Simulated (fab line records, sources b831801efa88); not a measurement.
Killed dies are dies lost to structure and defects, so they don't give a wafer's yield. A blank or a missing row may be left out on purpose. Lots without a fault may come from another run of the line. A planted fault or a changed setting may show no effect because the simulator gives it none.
fab line records | flow gf180mcu
record lots=5 wafers=15 last_day=34
route steps=602 shown M4@475 V4@476 MIM@503
lots that met no fault: from a run of the same line without faults
start_h: hours from the record's first day to the start of the lot's first wafer shown | wait_h: hours since the lot's step before | " the same as in the row above | L1.1+2: a row that stands for several wafers | - no value, or no start given | * or withheld: withheld | < > ~ a bound
route shown NAME@n: a module of which the file shows steps, and the number in the route of the first | usual: mean/standard deviation of fault-free wafers | same: alike in all rows | chamber/n: place in a boat | sites: the reading at each site | _std_site: their standard deviation | _edge_site: outer sites' mean less inner sites' | radius_mm: how far each site lies from the wafer's centre | mask NAME#n: copy n | behind: the tool/chamber that last shaped the wafer | hold: why the lot was held/for how many hours/how that ended | device: the transistor (n, p or np) that didn't switch | end of line: the same wafers' tests at the end of the route | a step without rows: its recipe alone | killed: dies lost to structure and defects at the first sort, not the wafer's yield | map: a wafer's dies, x killed, . not, _ none there
set.NAME: the setting as run; set.NAME@STEP: as run at that earlier step | model.NAME: the simulator's own value behind a step, which no gauge read
lots at some steps of the route; a table a step, a row a wafer
services: from which hour (start_h, from the record's first day; less than 0 if before it) a tool's chamber was out of use, for how many hours, and why
## steps
# step GF_M4_CLEAN_19
# recipe chemistry=DIW dry=n2_spin
# columns lot.wafer tool chamber start_h wait_h
L080.1+2+5 wet_bench-01 2 591.78 0.0
L085.2+4+5 wet_bench-03 2 631.78 0.0
L094.3+4+5 wet_bench-03 3 693.63 0.0
L095.1+4+5 wet_bench-01 1 701.28 0.0
L096.1+2+4 wet_bench-02 2 705.83 0.0
# step GF_V4_CVD_00
# recipe material=SiO2 target_thk_nm=600 sigma_open_frac=0.3 temp_c=400 time_s=100 sih4_flow_sccm=60 pressure_mtorr=6
# columns lot.wafer tool chamber start_h wait_h
L080.1+2+5 hdpcvd-01 0,2,0 591.87 0.0
L085.2+4+5 hdpcvd-02 2,0,1 631.88 0.0
L094.3+4+5 hdpcvd-02 0,2,0 693.72 0.0
L095.1+4+5 hdpcvd-01 2,1,0 701.37 0.0
L096.1+2+4 hdpcvd-02 2,1,2 705.92 0.0
# step GF_V4_THK_MEAS_01
# recipe reads=SiO2_of_V4_CVD_00
# usual V4_CVD_00_THK=604/5.4
# columns lot.wafer tool chamber start_h wait_h V4_CVD_00_THK[nm]
L080.1 film_metro-04 - 591.94 0.0 604
L080.2 " - " " 607
L080.5 " - " " 608
L085.2 film_metro-03 - 631.97 0.0 607
L085.4 " - " " 607
L085.5 " - " " 604
L094.3 film_metro-02 - 693.82 0.1 589
L094.4 " - " " 600
L094.5 " - " " 585
L095.1 film_metro-04 - 701.45 0.0 594
L095.4 " - " " 594
L095.5 " - " " 603
L096.1 film_metro-03 - 706.00 0.0 608
L096.2 " - " " 601
L096.4 " - " " 607
# step GF_V4_CVD_02
# recipe material=SiO2 target_thk_nm=850 precursor=TEOS temp_c=400 time_s=94.851 rf_w=600
# usual heater_power_w=639/73
# columns lot.wafer tool chamber start_h wait_h heater_power_w since_wet_clean_h
L080.1 pecvd-01 1 592.00 0.1 626 626
L080.2 " 0 " " 669 626
L080.5 " 1 " " 617 -
L085.2 pecvd-04 0 632.02 0.0 695 27
L085.4 " 1 " " 663 -
L085.5 " 0 " " 549 -
L094.3 pecvd-04 1 693.86 0.0 704 89
L094.4 " 0 " " 551 -
L094.5 " 1 " " 567 -
L095.1 pecvd-04 2 701.51 0.1 696 96
L095.4 " 2 " " 726 -
L095.5 " 0 " " 555 -
L096.1 pecvd-04 1 706.06 0.1 642 101
L096.2 " 0 " " 670 101
L096.4 " 2 " " 604 -
# step GF_V4_THK_MEAS_03
# recipe reads=SiO2_of_V4_CVD_02
# usual V4_CVD_02_THK=852/11
# columns lot.wafer tool chamber start_h wait_h V4_CVD_02_THK[nm]
L080.1 film_metro-03 - 592.07 0.0 848
L080.2 " - " " 854
L080.5 " - " " 867
L085.2 film_metro-02 - 632.10 0.0 843
L085.4 " - " " 854
L085.5 " - " " 870
L094.3 film_metro-02 - 693.95 0.1 845
L094.4 " - " " 871
L094.5 " - " " 862
L095.1 film_metro-04 - 701.63 0.1 839
L095.4 " - " " 845
L095.5 " - " " 851
L096.1 film_metro-03 - 706.13 0.0 835
L096.2 " - " " 841
L096.4 " - " " 854
# step GF_V4_CMP_04
# recipe material=SiO2 down_force_psi=4 platen_rpm=60 pad_velocity_m_s=0.94248
# usual motor_current_A=11.9/0.58 slurry_filter_dp_kPa=13.49/0.15 time_to_endpoint_s=84/5.3
# columns lot.wafer tool chamber start_h wait_h motor_current_A slurry_filter_dp_kPa time_to_endpoint_s
L080.2 cmp-01 0 592.13 0.0 11.9 13.23 91
L080.1 " 3 " " 11.2 13.60 84
L080.5 " 0 " " 12.0 13.52 95
L085.2 cmp-01 3 632.23 0.1 10.8 13.25 74
L085.4 " 1 " " 12.8 13.50 80
L085.5 " 2 " " 11.5 13.47 88
L094.3 cmp-02 1 693.99 0.0 11.4 13.54 84
L094.4 " 3 " " 12.6 13.83 87
L094.5 " 1 " " 12.2 13.40 87
L095.4 cmp-01 0 701.79 0.1 11.6 13.61 86
L095.1 " 1 " " 12.4 13.49 78
L095.5 " 3 " " 11.5 13.36 84
L096.1 cmp-01 1 706.24 0.1 12.3 13.44 75
L096.2 " 2 " " 11.4 13.41 80
L096.4 " 3 " " 10.8 13.53 81
# step GF_V4_BOW_MEAS_05
# recipe mode=bow
# usual V4_BOW=135/8.2
# columns lot.wafer tool chamber start_h wait_h V4_BOW[um]
L080.1 film_metro-03 - 592.43 0.1 138
L080.2 " - " " 135
L080.5 " - " " 143
L085.2 film_metro-02 - 632.50 0.2 135
L085.4 " - " " 143
L085.5 " - " " 147
L094.3 film_metro-03 - 694.33 0.3 143
L094.4 " - " " 145
L094.5 " - " " 146
L095.1 film_metro-04 - 701.99 0.1 124
L095.4 " - " " 131
L095.5 " - " " 129
L096.1 film_metro-02 - 706.49 0.2 130
L096.2 " - " " 136
L096.4 " - " " 136
# step GF_V4_DEHYDRATE_06
# recipe temp_c=200 time_s=60
# columns lot.wafer tool chamber start_h wait_h
L080.1+2+5 litho_track-02 0 602.37 9.9
L085.2+4+5 litho_track-02 0 642.70 10.2
L094.3+4+5 litho_track-02 0 703.12 8.8
L095.1+4+5 litho_track-01 0 710.55 8.5
L096.1+2+4 litho_track-01 0 714.80 8.3
# step GF_V4_HMDS_07
# recipe prime_time_s=60 prime_temp_c=120
# usual prime_temp_c=120.01/0.14
# columns lot.wafer tool chamber start_h wait_h prime_temp_c
L080.1 litho_track-02 0 602.52 0.1 120.14
L080.2 " 0 " " 120.11
L080.5 " 0 " " 120.18
L085.2 litho_track-02 0 642.85 0.1 120.11
L085.4 " 0 " " 120.32
L085.5 " 0 " " 120.27
L094.3 litho_track-02 0 703.27 0.1 119.79
L094.4 " 0 " " 119.89
L094.5 " 0 " " 119.82
L095.1 litho_track-01 0 710.70 0.1 119.81
L095.4 " 0 " " 120.09
L095.5 " 0 " " 119.97
L096.1 litho_track-01 0 714.95 0.1 120.02
L096.2 " 0 " " 120.09
L096.4 " 0 " " 120.19
# step GF_V4_COAT_08
# recipe resist=BARC temp_c=withheld time_s=withheld spin_rpm=withheld resist_thk_nm=withheld
# columns lot.wafer tool chamber start_h wait_h
L080.1+2+5 litho_track-02 0 602.67 0.1
L085.2+4+5 litho_track-02 0 643.00 0.1
L094.3+4+5 litho_track-02 0 703.42 0.1
L095.1+4+5 litho_track-01 0 710.85 0.1
L096.1+2+4 litho_track-01 0 715.10 0.1
# step GF_V4_COAT_09
# recipe resist=KrF spin_rpm=withheld resist_thk_nm=1000
# columns lot.wafer tool chamber start_h wait_h
L080.1+2+5 litho_track-02 0 - -
L085.2+4+5 litho_track-02 0 - -
L094.3+4+5 litho_track-02 0 - -
L095.1+4+5 litho_track-01 0 - -
L096.1+2+4 litho_track-01 0 - -
# step GF_V4_SOFTBAKE_10
# recipe temp_c=130 time_s=60 resist=KrF
# columns lot.wafer tool chamber start_h wait_h
L080.1+2+5 litho_track-02 0 - -
L085.2+4+5 litho_track-02 0 - -
L094.3+4+5 litho_track-02 0 - -
L095.1+4+5 litho_track-01 0 - -
L096.1+2+4 litho_track-01 0 - -
# step GF_V4_EXPOSE_11
# recipe mask_id=Via4 target_cd_nm=260 na=0.68 source_shape=conventional sigma_outer=0.6 dose_mj=38
# columns lot.wafer tool chamber start_h wait_h mask
L080.1+2+5 krf_scanner-01 0 - - Via4#0
L085.2+4+5 krf_scanner-01 0 - - Via4#0
L094.3+4+5 krf_scanner-02 0 - - Via4#0
L095.1+4+5 krf_scanner-01 0 - - Via4#0
L096.1+2+4 krf_scanner-02 0 - - Via4#0
# step GF_V4_PEB_12
# recipe peb_temp_c=135 peb_time_s=90 resist=KrF
# columns lot.wafer tool chamber start_h wait_h
L080.1+2+5 litho_track-01 0 - -
L085.2+4+5 litho_track-02 0 - -
L094.3+4+5 litho_track-01 0 - -
L095.1+4+5 litho_track-04 0 - -
L096.1+2+4 litho_track-02 0 - -
# step GF_V4_DEVELOP_13
# recipe develop_time_s=60 resist=KrF dev_temp_c=21
# columns lot.wafer tool chamber start_h wait_h
L080.1+2+5 litho_track-01 0 613.10 0.2
L085.2+4+5 litho_track-02 0 653.05 0.2
L094.3+4+5 litho_track-01 0 712.30 0.1
L095.1+4+5 litho_track-04 0 720.29 0.2
L096.1+2+4 litho_track-02 0 724.52 0.2
# step GF_V4_CD_MEAS_14
# recipe target_cd_nm=260
# usual cd_nm=260.2/1.3
# columns lot.wafer tool chamber start_h wait_h cd_nm
L080.1 cd_sem-02 - 613.25 0.1 261.1
L080.2 " - " " 260.7
L080.5 " - " " 262.2
L085.2 cd_sem-02 - 653.19 0.1 258.2
L085.4 " - " " 258.8
L085.5 " - " " 259.1
L094.3 cd_sem-02 - 712.44 0.1 257.8
L094.4 " - " " 256.5
L094.5 " - " " 257.3
L095.1 cd_sem-01 - 720.44 0.1 261.1
L095.4 " - " " 260.9
L095.5 " - " " 261.5
L096.1 cd_sem-01 - 724.67 0.1 259.3
L096.2 " - " " 260.4
L096.4 " - " " 260.0
# step GF_V4_OVL_MEAS_15
# usual V4_OVL=1/6.2
# columns lot.wafer tool chamber start_h wait_h V4_OVL[nm]
L080.1 overlay-02 - 613.37 0.1 1
L080.2 " - " " 8
L080.5 " - " " -1
L085.2 overlay-02 - 653.30 0.1 0
L085.4 " - " " -4
L085.5 " - " " -5
L094.3 overlay-01 - 712.53 0.1 1
L094.4 " - " " 6
L094.5 " - " " 3
L095.1 overlay-02 - 720.56 0.1 9
L095.4 " - " " 11
L095.5 " - " " 11
L096.1 overlay-02 - 724.79 0.1 7
L096.2 " - " " 5
L096.4 " - " " 2
# step GF_V4_ETCH_16
# recipe chemistry=N2/H2 target_depth_a=withheld overetch_a=withheld time_s=withheld target=BARC ion_energy_ev=200 source_w=500 bias_w=100 pressure_mtorr=30 n2_flow_sccm=100 h2_flow_sccm=200
# usual drypump_motor_current_A=5.7/0.32 oes_product_au=0.855/0.0047 throttle_valve_pct=13.225/0.0086
# columns lot.wafer tool chamber start_h wait_h drypump_motor_current_A oes_product_au throttle_valve_pct
L080.1 rie_diel-01 1 613.41 0.0 5.3 0.860 13.212
L080.2 " 2 " " 5.7 0.855 13.221
L080.5 " 2 " " 5.7 0.853 13.228
L085.2 rie_diel-02 1 653.33 0.0 5.8 0.861 13.219
L085.4 " 0 " " 5.9 0.854 13.227
L085.5 " 1 " " 5.8 0.857 13.229
L094.3 rie_diel-01 2 712.56 0.0 5.6 0.852 13.230
L094.4 " 1 " " 5.3 0.860 13.217
L094.5 " 2 " " 5.6 0.847 13.228
L095.1 rie_diel-02 2 720.60 0.0 5.9 0.855 13.250
L095.4 " 1 " " 5.8 0.851 13.223
L095.5 " 2 " " 5.8 0.859 13.220
L096.1 rie_diel-01 1 724.83 0.0 5.3 0.850 13.230
L096.2 " 2 " " 5.7 0.850 13.214
L096.4 " 0 " " 5.0 0.858 13.242
# step GF_V4_ETCH_17
# recipe chemistry=C4F8/O2/Ar mask_material=KrF target=SiO2 stop_on=TiN source_w=1500 bias_w=1200 pressure_mtorr=40 c4f8_flow_sccm=withheld O2_flow_sccm=6 Ar_flow_sccm=300 time_s=withheld target_depth_a=6300
# usual oes_product_au=0.856/0.0042
# columns lot.wafer tool chamber start_h wait_h oes_product_au
L080.1 rie_diel-01 1 - - 0.855
L080.2 " 2 " " 0.858
L080.5 " 2 " " 0.848
L085.2 rie_diel-02 1 - - 0.851
L085.4 " 0 " " 0.863
L085.5 " 1 " " 0.857
L094.3 rie_diel-01 2 - - 0.856
L094.4 " 1 " " 0.852
L094.5 " 2 " " 0.863
L095.1 rie_diel-02 2 - - 0.852
L095.4 " 1 " " 0.854
L095.5 " 2 " " 0.849
L096.1 rie_diel-01 1 - - 0.852
L096.2 " 2 " " 0.851
L096.4 " 0 " " 0.859
# step GF_V4_STRIP_18
# recipe chemistry=O2/N2 power_w=1400 pressure_mtorr=1500 platen_temp_c=250 o2_flow_sccm=3000 n2_flow_sccm=300 overash_fraction=0.5
# usual drypump_motor_current_A=5.8/0.42 heater_power_w=335/28 oes_product_au=0.593/0.0048 platen_temp_c=250.00/0.18
# columns lot.wafer tool chamber start_h wait_h drypump_motor_current_A heater_power_w oes_product_au platen_temp_c rf_hours_counter_h
L080.1 plasma_asher-01 0 613.54 - 5.1 285 0.595 250.32 91
L080.2 " 1 " " 6.4 377 0.596 249.87 91
L080.5 " 1 " " 6.4 383 0.600 250.00 -
L085.2 plasma_asher-03 0 653.46 - 5.4 354 0.589 250.25 59
L085.4 " 1 " " 5.7 346 0.590 249.97 -
L085.5 " 0 " " 5.4 353 0.593 250.14 -
L094.3 plasma_asher-02 1 712.72 - 5.9 311 0.585 249.90 -
L094.4 " 0 " " 6.1 340 0.600 249.83 -
L094.5 " 1 " " 6.0 309 0.591 249.93 -
L095.1 plasma_asher-01 1 720.72 - 6.4 371 0.599 250.02 102
L095.4 " 0 " " 5.1 283 0.593 249.86 -
L095.5 " 0 " " 5.1 281 0.596 249.90 -
L096.1 plasma_asher-01 0 724.96 - 5.1 288 0.597 250.32 102
L096.2 " 1 " " 6.4 377 0.595 250.01 102
L096.4 " 1 " " 6.4 386 0.583 249.81 -
# step GF_V4_STRIP_19
# recipe chemistry=post_etch_residue_remover time_s=1200 temp_c=72.5
# columns lot.wafer tool chamber start_h wait_h
L080.1+2+5 wet_bench-04 0 613.64 0.1
L085.2+4+5 wet_bench-03 3 653.56 0.1
L094.3+4+5 wet_bench-02 2 712.79 0.0
L095.1+4+5 wet_bench-03 2 720.82 0.1
L096.1+2+4 wet_bench-03 2 725.06 0.1
# step GF_V4_CLEAN_20
# recipe chemistry=DIW dry=n2_spin
# columns lot.wafer tool chamber start_h wait_h
L080.1+2+5 wet_bench-02 1 614.01 0.0
L085.2+4+5 wet_bench-03 2 653.90 0.0
L094.3+4+5 wet_bench-03 2 713.13 0.0
L095.1+4+5 wet_bench-02 3 721.17 0.0
L096.1+2+4 wet_bench-04 3 725.40 0.0
# step GF_V4_SPUTTER_21
# recipe material=Ti target_thk_nm=15 chamber_pressure_pa=5 power_w=2500 substrate_temp_c=200 time_s=80.02
# usual throttle_valve_pct=29.8/0.89
# columns lot.wafer tool chamber start_h wait_h throttle_valve_pct
L080.1 pvd_sputter-02 - 614.11 0.0 30.2
L080.2 " - " " 28.7
L080.5 " - " " 30.5
L085.2 pvd_sputter-02 - 653.99 0.0 30.3
L085.4 " - " " 28.6
L085.5 " - " " 28.4
L094.3 pvd_sputter-04 - 713.23 0.0 29.3
L094.4 " - " " 29.8
L094.5 " - " " 29.2
L095.1 pvd_sputter-03 - 721.27 0.0 28.4
L095.4 " - " " 29.7
L095.5 " - " " 29.8
L096.1 pvd_sputter-03 - 725.49 0.0 30.3
L096.2 " - " " 30.2
L096.4 " - " " 29.9
# step GF_V4_SPUTTER_22
# recipe material=TiN target_thk_nm=10 chamber_pressure_pa=5 power_w=4000 time_s=40
# usual throttle_valve_pct=29.8/0.93
# columns lot.wafer tool chamber start_h wait_h throttle_valve_pct
L080.1 pvd_sputter-02 - 614.17 0.0 30.4
L080.2 " - " " 28.4
L080.5 " - " " 30.5
L085.2 pvd_sputter-02 - 654.05 0.0 30.3
L085.4 " - " " 28.1
L085.5 " - " " 28.2
L094.3 pvd_sputter-04 - 713.29 0.0 29.1
L094.4 " - " " 29.9
L094.5 " - " " 29.4
L095.1 pvd_sputter-03 - 721.33 0.0 28.3
L095.4 " - " " 29.6
L095.5 " - " " 29.6
L096.1 pvd_sputter-03 - 725.55 0.0 30.4
L096.2 " - " " 30.1
L096.4 " - " " 29.9
# step GF_V4_CVD_23
# recipe material=W target_thk_nm=350 time_s=104.9 temp_c=400 pressure_torr=40
# usual heater_power_w=864/39
# columns lot.wafer tool chamber start_h wait_h heater_power_w since_wet_clean_h
L080.1 cvd_w-01 1 614.21 0.0 939 710
L080.2 " 0 " " 828 710
L080.5 " 0 " " 863 -
L085.2 cvd_w-01 1 654.09 0.0 927 750
L085.4 " 1 " " 915 -
L085.5 " 0 " " 838 -
L094.3 cvd_w-02 1 713.37 0.1 884 -
L094.4 " 0 " " 820 -
L094.5 " 1 " " 880 -
L095.1 cvd_w-01 1 721.37 0.0 893 817
L095.4 " 1 " " 930 -
L095.5 " 1 " " 909 -
L096.1 cvd_w-02 0 725.59 0.0 821 322
L096.2 " 1 " " 889 322
L096.4 " 1 " " 877 -
# step GF_V4_RS_MEAS_24
# recipe thk_meas_gauge=four-point-probe reads=W_of_V4_CVD_23+TiN_of_V4_SPUTTER_22+Ti_of_V4_SPUTTER_21
# usual V4_W_RS=0.330/0.0042
# columns lot.wafer tool chamber start_h wait_h V4_W_RS[ohm/sq]
L080.1 film_metro-02 - 614.32 0.1 0.328
L080.2 " - " " 0.331
L080.5 " - " " 0.326
L085.2 film_metro-04 - 654.22 0.1 0.328
L085.4 " - " " 0.330
L085.5 " - " " 0.330
L094.3 film_metro-03 - 713.48 0.1 0.336
L094.4 " - " " 0.329
L094.5 " - " " 0.337
L095.1 film_metro-04 - 721.48 0.1 0.331
L095.4 " - " " 0.333
L095.5 " - " " 0.330
L096.1 film_metro-04 - 725.70 0.1 0.328
L096.2 " - " " 0.337
L096.4 " - " " 0.336
# step GF_V4_THK_MEAS_25
# recipe thk_meas_gauge=xrf reads=W_of_V4_CVD_23
# usual V4_W_THK=345/5
# columns lot.wafer tool chamber start_h wait_h V4_W_THK[nm]
L080.1 film_metro-02 - 614.44 0.1 344
L080.2 " - " " 340
L080.5 " - " " 346
L085.2 film_metro-04 - 654.33 0.1 349
L085.4 " - " " 344
L085.5 " - " " 343
L094.3 film_metro-03 - 713.58 0.1 338
L094.4 " - " " 345
L094.5 " - " " 337
L095.1 film_metro-04 - 721.60 0.1 347
L095.4 " - " " 345
L095.5 " - " " 350
L096.1 film_metro-04 - 725.82 0.1 351
L096.2 " - " " 341
L096.4 " - " " 343
# step GF_V4_CMP_26
# recipe stop_on=SiO2 down_force_psi=3.5 platen_rpm=60 t_overpolish_s=15 target_thk_nm=0 pad_velocity_m_s=0.94248
# usual motor_current_A=10.9/0.51 overpolish_run_s=15.001/0.0093 slurry_filter_dp_kPa=13.48/0.14 time_to_endpoint_s=86/3.8
# columns lot.wafer tool chamber start_h wait_h motor_current_A overpolish_run_s slurry_filter_dp_kPa time_to_endpoint_s
L080.1 cmp-02 2 614.50 0.1 11.2 14.991 13.45 95
L080.2 " 3 " " 11.6 14.996 13.25 86
L080.5 " 3 " " 11.1 15.009 13.58 89
L085.2 cmp-02 2 654.43 0.1 11.4 15.005 13.66 89
L085.4 " 3 " " 11.7 14.989 13.41 84
L085.5 " 2 " " 12.1 15.002 13.56 89
L094.4 cmp-01 1 713.81 0.2 11.6 14.995 13.57 85
L094.3 " 3 " " 10.6 15.003 13.67 81
L094.5 " 1 " " 11.1 14.990 13.33 83
L095.1 cmp-01 3 721.66 0.1 10.1 14.992 13.42 80
L095.4 " 1 " " 11.6 15.008 13.51 78
L095.5 " 3 " " 10.2 15.000 13.53 78
L096.2 cmp-02 3 725.88 0.0 10.8 14.995 13.37 80
L096.4 " 0 " " 11.2 14.994 13.49 86
L096.1 " 2 " " 11.1 14.999 13.59 89
# step GF_MIM_SPUTTER_00
# recipe material=Ti target_thk_nm=37.5 arriving_ion_energy_ev=80 substrate_temp_c=200 chamber_pressure_pa=2 power_w=4000 time_s=150
# usual throttle_valve_pct=30.1/1.1
# columns lot.wafer tool chamber start_h wait_h throttle_valve_pct
L080.1 pvd_sputter-01 - 614.80 0.2 32.1
L080.2 " - " " 30.1
L080.5 " - " " 32.2
L085.2 pvd_sputter-03 - 654.68 0.2 28.3
L085.4 " - " " 30.3
L085.5 " - " " 29.9
L094.3 pvd_sputter-01 - 714.11 0.1 30.2
L094.4 " - " " 30.2
L094.5 " - " " 30.1
L095.1 pvd_sputter-03 - 721.96 0.2 29.9
L095.4 " - " " 29.8
L095.5 " - " " 29.6
L096.1 pvd_sputter-02 - 726.18 0.1 28.5
L096.2 " - " " 31.7
L096.4 " - " " 30.4
# step GF_MIM_SPUTTER_01
# recipe material=TiN target_thk_nm=30 power_w=6500 time_s=25 chamber_pressure_pa=0.4
# usual throttle_valve_pct=30.1/1.1
# columns lot.wafer tool chamber start_h wait_h throttle_valve_pct
L080.1 pvd_sputter-01 - 614.90 0.1 32.1
L080.2 " - " " 30.0
L080.5 " - " " 31.9
L085.2 pvd_sputter-03 - 654.78 0.1 28.5
L085.4 " - " " 30.5
L085.5 " - " " 30.1
L094.3 pvd_sputter-01 - 714.21 0.1 30.0
L094.4 " - " " 30.1
L094.5 " - " " 29.9
L095.1 pvd_sputter-03 - 722.06 0.1 30.0
L095.4 " - " " 29.8
L095.5 " - " " 30.0
L096.1 pvd_sputter-02 - 726.28 0.1 28.5
L096.2 " - " " 31.4
L096.4 " - " " 30.2
# step GF_MIM_SPUTTER_02
# recipe material=AlCu target_thk_nm=450 power_w=10600 time_s=23.9 chamber_pressure_pa=0.4
# usual throttle_valve_pct=30.1/1.1
# columns lot.wafer tool chamber start_h wait_h throttle_valve_pct
L080.1 pvd_sputter-01 - 614.93 0.0 32.0
L080.2 " - " " 30.4
L080.5 " - " " 32.2
L085.2 pvd_sputter-03 - 654.82 0.0 28.2
L085.4 " - " " 30.4
L085.5 " - " " 30.1
L094.3 pvd_sputter-01 - 714.24 0.0 30.1
L094.4 " - " " 30.1
L094.5 " - " " 30.1
L095.1 pvd_sputter-03 - 722.09 0.0 29.9
L095.4 " - " " 29.5
L095.5 " - " " 29.7
L096.1 pvd_sputter-02 - 726.31 0.0 28.6
L096.2 " - " " 31.6
L096.4 " - " " 30.6
# step GF_MIM_SPUTTER_03
# recipe material=Ti target_thk_nm=10 substrate_temp_c=300 chamber_pressure_pa=0.3 power_w=3000 time_s=6.7
# usual throttle_valve_pct=30.1/1.1
# columns lot.wafer tool chamber start_h wait_h throttle_valve_pct
L080.1 pvd_sputter-01 - 614.96 0.0 32.3
L080.2 " - " " 30.1
L080.5 " - " " 31.8
L085.2 pvd_sputter-03 - 654.84 0.0 28.1
L085.4 " - " " 30.3
L085.5 " - " " 30.2
L094.3 pvd_sputter-01 - 714.27 0.0 30.0
L094.4 " - " " 30.2
L094.5 " - " " 30.2
L095.1 pvd_sputter-03 - 722.12 0.0 30.2
L095.4 " - " " 29.6
L095.5 " - " " 29.9
L096.1 pvd_sputter-02 - 726.34 0.0 28.7
L096.2 " - " " 31.6
L096.4 " - " " 30.2
# step GF_MIM_SPUTTER_04
# recipe material=TiN target_thk_nm=50 power_w=6500 time_s=41.7 chamber_pressure_pa=0.4
# usual throttle_valve_pct=30.1/1.1
# columns lot.wafer tool chamber start_h wait_h throttle_valve_pct
L080.1 pvd_sputter-01 - 614.98 0.0 32.1
L080.2 " - " " 30.0
L080.5 " - " " 32.2
L085.2 pvd_sputter-03 - 654.87 0.0 28.7
L085.4 " - " " 30.6
L085.5 " - " " 29.7
L094.3 pvd_sputter-01 - 714.29 0.0 30.2
L094.4 " - " " 30.0
L094.5 " - " " 30.3
L095.1 pvd_sputter-03 - 722.14 0.0 30.0
L095.4 " - " " 29.7
L095.5 " - " " 29.6
L096.1 pvd_sputter-02 - 726.36 0.0 28.5
L096.2 " - " " 31.9
L096.4 " - " " 30.3
# step GF_MIM_CVD_05
# recipe material=Si3N4 target_thk_nm=42 temp_max_c=400 temp_c=385 time_s=29.086 rf_w=450
# usual heater_power_w=647/63
# columns lot.wafer tool chamber start_h wait_h heater_power_w since_wet_clean_h
L080.1 pecvd-04 0 615.02 0.0 673 10
L080.2 " 2 " " 744 10
L080.5 " 1 " " 682 -
L085.2 pecvd-01 0 654.91 0.0 676 689
L085.4 " 0 " " 676 -
L085.5 " 2 " " 762 -
L094.3 pecvd-01 0 714.33 0.0 560 748
L094.4 " 0 " " 566 -
L094.5 " 2 " " 724 -
L095.1 pecvd-04 0 722.18 0.0 612 117
L095.4 " 0 " " 624 -
L095.5 " 1 " " 571 -
L096.1 pecvd-02 1 726.40 0.0 724 552
L096.2 " 2 " " 530 552
L096.4 " 0 " " 556 -
# step GF_MIM_THK_MEAS_06
# recipe reads=Si3N4_of_MIM_CVD_05
# usual MIM_CVD_05_THK=42.2/0.61
# columns lot.wafer tool chamber start_h wait_h MIM_CVD_05_THK[nm]
L080.1 film_metro-02 - 615.06 0.0 42.9
L080.2 " - " " 41.2
L080.5 " - " " 42.7
L085.2 film_metro-02 - 654.98 0.1 41.7
L085.4 " - " " 42.2
L085.5 " - " " 42.8
L094.3 film_metro-02 - 714.39 0.0 42.3
L094.4 " - " " 42.9
L094.5 " - " " 43.1
L095.1 film_metro-01 - 722.21 0.0 42.9
L095.4 " - " " 43.5
L095.5 " - " " 42.5
L096.1 film_metro-03 - 726.44 0.0 41.7
L096.2 " - " " 42.2
L096.4 " - " " 42.9
# step GF_MIM_SPUTTER_07
# recipe material=TiN target_thk_nm=60 power_w=6500 time_s=50 chamber_pressure_pa=0.4
# usual throttle_valve_pct=30.2/1.1
# columns lot.wafer tool chamber start_h wait_h throttle_valve_pct
L080.1 pvd_sputter-03 - 615.12 0.1 30.6
L080.2 " - " " 30.2
L080.5 " - " " 29.9
L085.2 pvd_sputter-02 - 655.03 0.0 31.7
L085.4 " - " " 30.3
L085.5 " - " " 28.4
L094.3 pvd_sputter-02 - 714.43 0.0 31.5
L094.4 " - " " 28.5
L094.5 " - " " 28.6
L095.1 pvd_sputter-01 - 722.27 0.1 30.4
L095.4 " - " " 30.5
L095.5 " - " " 30.1
L096.1 pvd_sputter-03 - 726.50 0.1 29.7
L096.2 " - " " 30.6
L096.4 " - " " 28.3
# step GF_MIM_SPUTTER_08
# recipe material=AlCu target_thk_nm=200 power_w=10600 time_s=10.6 chamber_pressure_pa=0.4
# usual throttle_valve_pct=30.2/1.1
# columns lot.wafer tool chamber start_h wait_h throttle_valve_pct
L080.1 pvd_sputter-03 - 615.16 0.0 30.6
L080.2 " - " " 30.1
L080.5 " - " " 29.9
L085.2 pvd_sputter-02 - 655.07 0.0 31.7
L085.4 " - " " 30.2
L085.5 " - " " 28.4
L094.3 pvd_sputter-02 - 714.47 0.0 31.6
L094.4 " - " " 28.7
L094.5 " - " " 28.2
L095.1 pvd_sputter-01 - 722.32 0.0 30.3
L095.4 " - " " 30.3
L095.5 " - " " 30.4
L096.1 pvd_sputter-03 - 726.54 0.0 30.0
L096.2 " - " " 30.6
L096.4 " - " " 28.3
# step GF_MIM_SPUTTER_09
# recipe material=TiN target_thk_nm=35 power_w=6500 time_s=29.2 chamber_pressure_pa=0.4
# usual throttle_valve_pct=30.2/1.1
# columns lot.wafer tool chamber start_h wait_h throttle_valve_pct
L080.1 pvd_sputter-03 - 615.18 0.0 30.2
L080.2 " - " " 29.8
L080.5 " - " " 29.9
L085.2 pvd_sputter-02 - 655.09 0.0 31.8
L085.4 " - " " 30.4
L085.5 " - " " 28.8
L094.3 pvd_sputter-02 - 714.49 0.0 31.5
L094.4 " - " " 28.4
L094.5 " - " " 28.9
L095.1 pvd_sputter-01 - 722.34 0.0 30.2
L095.4 " - " " 30.3
L095.5 " - " " 30.2
L096.1 pvd_sputter-03 - 726.56 0.0 30.2
L096.2 " - " " 30.4
L096.4 " - " " 28.4
# step GF_MIM_RS_MEAS_10
# recipe thk_meas_gauge=four-point-probe reads=TiN_of_MIM_SPUTTER_09+AlCu_of_MIM_SPUTTER_08+TiN_of_MIM_SPUTTER_07
# usual MIM_ALCU_RS=0.1600/0.0016
# columns lot.wafer tool chamber start_h wait_h MIM_ALCU_RS[ohm/sq]
L080.1 film_metro-03 - 615.22 0.0 0.1624
L080.2 " - " " 0.1612
L080.5 " - " " 0.1604
L085.2 film_metro-03 - 655.15 0.0 0.1598
L085.4 " - " " 0.1608
L085.5 " - " " 0.1617
L094.3 film_metro-03 - 714.57 0.1 0.1585
L094.4 " - " " 0.1610
L094.5 " - " " 0.1603
L095.1 film_metro-03 - 722.37 0.0 0.1568
L095.4 " - " " 0.1573
L095.5 " - " " 0.1590
L096.1 film_metro-03 - 726.60 0.0 0.1607
L096.2 " - " " 0.1599
L096.4 " - " " 0.1590
## services
# columns tool chamber start_h hours kind
cvd_w-01 - 570.38 2.1 repair
cmp-01 - 572.00 4.0 pm
hdpcvd-02 - 577.86 0.7 repair
plasma_asher-01 - 582.91 28.1 pm
cmp-01 - 588.35 0.2 repair
pecvd-04 - 591.12 14.0 pm
krf_scanner-01 - 596.06 5.0 repair
rie_diel-02 2 604.16 7.3 repair
krf_scanner-01 - 615.40 1.0 pm
cmp-02 - 617.91 6.9 pm
rie_diel-01 1 620.16 1.5 repair
cmp-02 - 624.81 6.2 pm
cmp-01 - 627.46 0.4 repair
krf_scanner-01 - 629.24 1.3 pm
plasma_asher-01 - 631.97 1.2 repair
pvd_sputter-02 - 643.24 2.2 repair
hdpcvd-02 2 648.18 19.2 repair
rie_diel-02 0 667.46 5.2 repair
cmp-02 - 668.48 1.2 repair
rie_diel-01 0 688.49 7.9 repair
pvd_sputter-03 - 700.83 8.9 repair
rie_diel-02 1 701.56 2.1 repair
cmp-02 - 706.17 1.6 repair
cmp-02 - 713.50 11.2 repair
## key
fault none
